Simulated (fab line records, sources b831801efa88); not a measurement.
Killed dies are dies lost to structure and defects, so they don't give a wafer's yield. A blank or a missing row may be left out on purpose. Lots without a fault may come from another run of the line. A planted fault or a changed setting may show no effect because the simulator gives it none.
Which tool did it? | flow gf180mcu | 13 lots, 39 wafers sampled, at 5 steps of a route of 602

WHAT THE GAUGES READ, wafer by wafer
GF_VT_IMPLANT_RS_MEAS_47: measures by four-point-probe. Usual: NWELL_RS 488.6 ohm/sq, standard deviation 1.3.
lot  | measured     | on            | NWELL_RS (ohm/sq) | flag
L809 | day 7 20:33  | film_metro-01 | 490.1 489.4 489.0 |
L810 | day 8 02:40  | film_metro-01 | 487.0 487.9 488.8 |
L811 | day 8 07:49  | film_metro-01 | 487.1 487.0 486.0 |
L812 | day 8 12:03  | film_metro-03 | 489.3 489.1 489.5 |
L813 | day 8 18:59  | film_metro-02 | 486.7 487.7 487.0 |
L814 | day 9 01:58  | film_metro-02 | 485.9 486.5 486.6 |
L815 | day 9 10:14  | film_metro-01 | 489.2 488.8 488.9 |
L821 | day 10 23:21 | film_metro-01 | 488.6 489.8 488.6 |
L824 | day 12 01:41 | film_metro-01 | 489.4 489.2 490.9 |
L825 | day 12 17:12 | film_metro-02 | 487.1 486.7 488.8 |
L826 | day 12 18:10 | film_metro-03 | 489.5 490.1 490.9 |
L827 | day 13 08:18 | film_metro-02 | 487.0 487.6 487.9 |
L831 | day 14 05:17 | film_metro-02 | 489.1 489.4 489.6 |

GF_VT_IMPLANT_RS_MEAS_48: measures by four-point-probe. Usual: LVPWELL_RS 1196.6 ohm/sq, standard deviation 2.9.
lot  | measured     | on            | LVPWELL_RS (ohm/sq)  | flag
L809 | day 7 20:40  | film_metro-01 | 1192.8 1194.8 1197.0 |
L810 | day 8 02:47  | film_metro-01 | 1200.2 1194.3 1192.4 |
L811 | day 8 07:56  | film_metro-01 | 1196.1 1194.1 1192.2 |
L812 | day 8 12:10  | film_metro-03 | 1194.9 1195.3 1193.2 |
L813 | day 8 19:06  | film_metro-02 | 1201.3 1196.8 1203.2 |
L814 | day 9 02:05  | film_metro-02 | 1192.3 1198.2 1198.9 |
L815 | day 9 10:22  | film_metro-01 | 1196.2 1195.6 1194.6 |
L821 | day 10 23:28 | film_metro-01 | 1231.5 1229.7 1229.4 | OFF
L824 | day 12 01:49 | film_metro-01 | 1229.3 1227.7 1227.6 | OFF
L825 | day 12 17:19 | film_metro-02 | 1193.0 1195.3 1196.0 |
L826 | day 12 18:17 | film_metro-03 | 1196.4 1199.7 1198.6 |
L827 | day 13 08:25 | film_metro-02 | 1196.3 1194.3 1199.3 |
L831 | day 14 05:24 | film_metro-02 | 1197.1 1197.0 1196.6 |

GF_POLY_GATE_CD_MEAS_10: target cd 280 nm. Usual: cd_nm 280.1 nm, standard deviation 1.3.
lot  | measured     | on        | cd_nm (nm)        | flag
L809 | day 9 12:14  | cd_sem-02 | 278.7 277.1 278.8 |
L810 | day 9 18:23  | cd_sem-02 | 279.7 280.8 279.4 |
L811 | day 9 23:32  | cd_sem-02 | 279.8 279.9 280.9 |
L812 | day 10 04:04 | cd_sem-01 | 281.9 280.8 281.8 |
L813 | day 10 12:44 | cd_sem-01 | 280.4 280.8 280.5 |
L814 | day 10 18:29 | cd_sem-02 | 280.1 279.1 279.8 |
L815 | day 11 03:50 | cd_sem-01 | 278.8 279.6 280.0 |
L821 | day 12 18:16 | cd_sem-01 | 280.7 281.6 281.8 |
L824 | day 13 22:41 | cd_sem-01 | 279.7 278.3 278.7 |
L825 | day 14 14:31 | cd_sem-02 | 280.2 281.2 280.9 |
L826 | day 14 16:08 | cd_sem-02 | 280.5 279.8 277.9 |
L827 | day 15 07:53 | cd_sem-02 | 280.2 279.5 278.4 |
L831 | day 16 07:12 | cd_sem-01 | 279.8 279.6 280.7 |

WHICH TOOL RAN EACH LOT (tool, then ch and the chambers of the sampled wafers, then the start)
lot  | GF_STI_STRIP_15                     | GF_LVPWELL_IMPLANT_08
L809 | plasma_asher-03 ch 0,1, day 2 08:40 | implanter-01 ch 0, day 4 04:53
L810 | plasma_asher-04 ch 0,1, day 2 11:59 | implanter-04 ch 0, day 4 10:15
L811 | plasma_asher-01 ch 0, day 2 16:32   | implanter-01 ch 0, day 4 13:19
L812 | plasma_asher-04 ch 0,1, day 2 21:43 | implanter-01 ch 0, day 4 18:23
L813 | plasma_asher-04 ch 0,1, day 3 02:30 | implanter-01 ch 0, day 5 00:18
L814 | plasma_asher-03 ch 0,1, day 3 08:47 | implanter-03 ch 0, day 5 05:39
L815 | plasma_asher-04 ch 0,1, day 3 14:01 | implanter-03 ch 0, day 5 11:21
L821 | plasma_asher-04 ch 0,1, day 4 20:02 | implanter-03 ch 0, day 6 18:00
L824 | plasma_asher-01 ch 0,1, day 5 11:16 | implanter-03 ch 0, day 7 14:40
L825 | plasma_asher-03 ch 0,1, day 5 18:14 | implanter-04 ch 0, day 8 05:00
L826 | plasma_asher-04 ch 0,1, day 5 22:49 | implanter-01 ch 0, day 8 05:25
L827 | plasma_asher-01 ch 0,1, day 6 05:50 | implanter-04 ch 0, day 8 17:45
L831 | plasma_asher-01 ch 0,1, day 7 03:19 | implanter-01 ch 0, day 9 11:18
- GF_STI_STRIP_15: strips in O2/N2.
- GF_LVPWELL_IMPLANT_08

WHAT THE TOOLS THEMSELVES READ (means of the sampled wafers that have a number; where no wafer has one, the mark that the record gives instead)
GF_STI_STRIP_15. Usual: drypump_motor_current_A 5.82 A, standard deviation 0.16; heater_power_w 336 W, standard deviation 30; n2_flow_sccm 300.1 sccm, standard deviation 0.92; oes_product_au 0.384 a.u., standard deviation 0.0046; platen_temp_c 249.97 C, standard deviation 0.18; strip_time_to_endpoint_s 3.73 s, standard deviation 0.044.
lot  | tool            | drypump_motor_current_A (A) | heater_power_w (W) | n2_flow_sccm (sccm) | oes_product_au (a.u.) | platen_temp_c (C) | strip_time_to_endpoint_s (s) | flag
L809 | plasma_asher-03 | 5.75                        | 378                | 300.1               | 0.381                 | 249.86            | 3.74                         |
L810 | plasma_asher-04 | 6.02                        | 327                | 299.6               | 0.380                 | 249.94            | 3.75                         |
L811 | plasma_asher-01 | 5.68                        | 292                | 300.0               | 0.382                 | 250.17            | 3.73                         |
L812 | plasma_asher-04 | 6.04                        | 331                | 301.3               | 0.381                 | 250.21            | 3.76                         |
L813 | plasma_asher-04 | 5.95                        | 325                | 299.9               | 0.380                 | 249.94            | 3.74                         |
L814 | plasma_asher-03 | 5.76                        | 377                | 300.3               | 0.382                 | 249.99            | 3.76                         |
L815 | plasma_asher-04 | 5.99                        | 330                | 300.5               | 0.387                 | 249.87            | 3.71                         |
L821 | plasma_asher-04 | 6.04                        | 328                | 299.5               | 0.384                 | 250.30            | 3.77                         |
L824 | plasma_asher-01 | 5.66                        | 319                | 300.5               | 0.388                 | 250.00            | 3.74                         |
L825 | plasma_asher-03 | 5.77                        | 382                | 300.2               | 0.385                 | 250.13            | 3.74                         |
L826 | plasma_asher-04 | 5.97                        | 335                | 300.2               | 0.383                 | 249.91            | 3.70                         |
L827 | plasma_asher-01 | 5.68                        | 337                | 300.3               | 0.384                 | 249.86            | 3.74                         |
L831 | plasma_asher-01 | 5.66                        | 315                | 299.3               | 0.388                 | 250.03            | 3.70                         |

GF_LVPWELL_IMPLANT_08. Usual: beam_energy_keV 169.99, standard deviation 0.047.
lot  | tool         | beam_energy_keV | flag
L809 | implanter-01 | 170.01          |
L810 | implanter-04 | 169.94          |
L811 | implanter-01 | 170.03          |
L812 | implanter-01 | 170.00          |
L813 | implanter-01 | 169.98          |
L814 | implanter-03 | 170.02          |
L815 | implanter-03 | 170.02          |
L821 | implanter-03 | 148.58          | OFF
L824 | implanter-03 | 148.58          | OFF
L825 | implanter-04 | 169.98          |
L826 | implanter-01 | 170.02          |
L827 | implanter-04 | 170.02          |
L831 | implanter-01 | 170.01          |

THE ANSWER, worked out from the rows above alone
Rule: a lot is off if the mean of its wafers that have a number lies more than 3 standard deviations from the usual mean. A lot without any number at a reading at which 4 lots or more have one is off too. The other lots that the step has rows for count as sound. The gauges are gone through in route order, then the tools' own readings, and for those a lot's mean is taken as printed above. The first step at which some lot is off is used, and at that step the reading that is off furthest; a lot without a number counts as furthest.
Off: L821, L824, at GF_VT_IMPLANT_RS_MEAS_48 (LVPWELL_RS).
A tool fits if, at a process step before that reading, it ran every lot that is off, and no sound lot after the first of them. The gauges at GF_VT_IMPLANT_RS_MEAS_48 aren't tried: what is off there is off at GF_LVPWELL_IMPLANT_08 too, on other tools, and a gauge's error can't cause that. One fits: implanter-03 at GF_LVPWELL_IMPLANT_08. Its last sound lot is L815 (day 5 11:21), its first lot that is off L821 (day 6 18:00): a fault that began between those two fits.
The tool's own readings at GF_LVPWELL_IMPLANT_08 bear it out: on the lots that are off they differ by more than 5 times the standard deviation of the sound lots' means. beam_energy_keV reads 148.58 there against 170.00 on the sound lots.

WHAT THE SIMULATOR HAD PUT IN
Process parameter drift: implanter-03, from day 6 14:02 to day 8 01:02, at GF_LVPWELL_IMPLANT_08. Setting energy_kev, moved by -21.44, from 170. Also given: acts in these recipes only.
Lots struck among those shown: L821, L824. The rule above found the same.
